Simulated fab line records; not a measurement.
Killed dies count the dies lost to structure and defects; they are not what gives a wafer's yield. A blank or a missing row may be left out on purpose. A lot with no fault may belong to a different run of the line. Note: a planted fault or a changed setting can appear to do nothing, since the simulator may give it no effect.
Which tool was responsible? -- flow gf180mcu -- 11 lots, 33 wafers sampled, at 3 steps of a route of 602

WHAT THE GAUGES SHOWED, per wafer
GF_POLY_GATE_THK_MEAS_01.
lot,measured,on,POLY_GATE_CVD_00_THK (nm)
L408,day 9 07:56,film_metro-02,199.1 198.7 199.3
L409,day 9 10:48,film_metro-01,200.9 200.9 202.8
L412,day 10 11:02,film_metro-01,199.6 201.0 200.6
L414,day 11 06:16,film_metro-04,203.8 202.2 204.1
L415,day 11 10:44,film_metro-04,198.6 197.6 197.1
L416,day 11 17:19,film_metro-04,197.8 196.5 197.5
L421,day 13 04:10,film_metro-04,144.1 145.1 144.6
L422,day 13 08:46,film_metro-04,141.8 143.9 142.4
L425,day 14 07:48,film_metro-01,200.7 199.1 199.9
L426,day 14 11:20,film_metro-02,197.3 200.4 199.8
L428,day 15 04:18,film_metro-02,199.8 201.3 199.4

WHAT TOOL EACH LOT RAN ON (gives the tool, then ch and the chambers of the sampled wafers, and finally the start)
lot,GF_NWELL_STRIP_10,GF_POLY_GATE_CVD_00
L408,"plasma_asher-03 ch 0,1, day 4 01:22","lpcvd-01 ch 1, day 9 06:35"
L409,"plasma_asher-03 ch 0,1, day 4 04:22","lpcvd-02 ch 0, day 9 09:27"
L412,"plasma_asher-01 ch 0,1, day 4 20:52","lpcvd-01 ch 1, day 10 09:41"
L414,"plasma_asher-01 ch 0,1, day 5 10:07","lpcvd-02 ch 1, day 11 04:16"
L415,"plasma_asher-03 ch 0,1, day 5 14:24","lpcvd-01 ch 0, day 11 09:22"
L416,"plasma_asher-04 ch 0,1, day 5 20:55","lpcvd-01 ch 0, day 11 15:58"
L421,"plasma_asher-01 ch 0,1, day 6 22:17","lpcvd-01 ch 1, day 13 02:49"
L422,"plasma_asher-01 ch 0,1, day 7 03:28","lpcvd-01 ch 1, day 13 07:26"
L425,"plasma_asher-04 ch 0,1, day 7 20:51","lpcvd-02 ch 1, day 14 06:27"
L426,"plasma_asher-03 ch 0,1, day 8 01:07","lpcvd-02 ch 1, day 14 10:00"
L428,"plasma_asher-04 ch 0,1, day 8 11:25","lpcvd-02 ch 1, day 15 02:58"
- GF_NWELL_STRIP_10: strips in O2/N2.
- GF_POLY_GATE_CVD_00: deposits poly-Si, target thk 200 nm, time 1200 s.

WHAT THE TOOLS THEMSELVES READ (means of the sampled wafers that have a number; where no wafer has one, the mark that the record gives instead)
GF_NWELL_STRIP_10.
lot,tool,drypump_motor_current_A (A),heater_power_w (W),oes_product_au (a.u.),strip_time_to_endpoint_s (s)
L408,plasma_asher-03,6.4,357,0.722,37.06
L409,plasma_asher-03,6.6,366,0.725,37.01
L412,plasma_asher-01,5.3,354,0.716,37.01
L414,plasma_asher-01,5.3,349,0.722,37.07
L415,plasma_asher-03,6.4,363,0.724,37.00
L416,plasma_asher-04,5.5,315,0.720,37.02
L421,plasma_asher-01,5.3,357,0.721,36.87
L422,plasma_asher-01,5.4,339,0.726,37.10
L425,plasma_asher-04,5.5,317,0.716,37.00
L426,plasma_asher-03,6.6,368,0.721,36.97
L428,plasma_asher-04,5.8,345,0.727,37.12

GF_POLY_GATE_CVD_00.
lot,tool,spike_tc_bottom_C (C),spike_tc_top_C (C),zone_power_centre_pct (%),zone_power_upper_pct (%)
L408,lpcvd-01,644.2,638.4,8.4,7.0
L409,lpcvd-02,642.0,641.2,10.5,8.3
L412,lpcvd-01,645.3,637.4,8.4,6.9
L414,lpcvd-02,642.4,644.4,9.5,8.8
L415,lpcvd-01,639.5,638.6,9.0,10.6
L416,lpcvd-01,640.3,639.3,9.0,10.6
L421,lpcvd-01,645.7,638.7,8.5,6.9
L422,lpcvd-01,645.7,638.4,8.4,6.8
L425,lpcvd-02,643.2,643.2,9.4,8.9
L426,lpcvd-02,642.1,644.4,9.6,8.9
L428,lpcvd-02,641.8,643.9,9.6,8.8

THE ANSWER, worked out from the rows above alone
Rule: the lots themselves supply what counts as usual. Put in order of their means at a reading, lots are off if they are a third of the lots or fewer, leave a main group of 4 or more, and stand apart from it by a gap of 3 or more times the standard deviation of the main group's means; of several such gaps the widest counts. Not used: any main group whose means are identical at the precision the tables above print for the reading. A lot without any number at a reading at which 4 lots or more have one is off too. Any other lot the step has rows for is counted as sound. After the gauges, taken in route order, come the tools' own readings; for these a lot's mean is taken, as printed above. The first step at which some lot is off is used, and at that step the reading that is off furthest; a lot without a number counts as furthest.
Off: L421, L422, seen at GF_POLY_GATE_THK_MEAS_01 (POLY_GATE_CVD_00_THK). Main group: mean 199.8 nm, sd 1.8.
If a tool, at a process step before that reading, ran all the lots that are off and no sound lot after the first of them, it fits. Gauges at GF_POLY_GATE_THK_MEAS_01: tried the same way as those tools. Can't be told from this: 3 tools fit, plasma_asher-01 at GF_NWELL_STRIP_10, lpcvd-01 at GF_POLY_GATE_CVD_00, film_metro-04 at GF_POLY_GATE_THK_MEAS_01.

WHAT THE SIMULATOR HAD INSERTED
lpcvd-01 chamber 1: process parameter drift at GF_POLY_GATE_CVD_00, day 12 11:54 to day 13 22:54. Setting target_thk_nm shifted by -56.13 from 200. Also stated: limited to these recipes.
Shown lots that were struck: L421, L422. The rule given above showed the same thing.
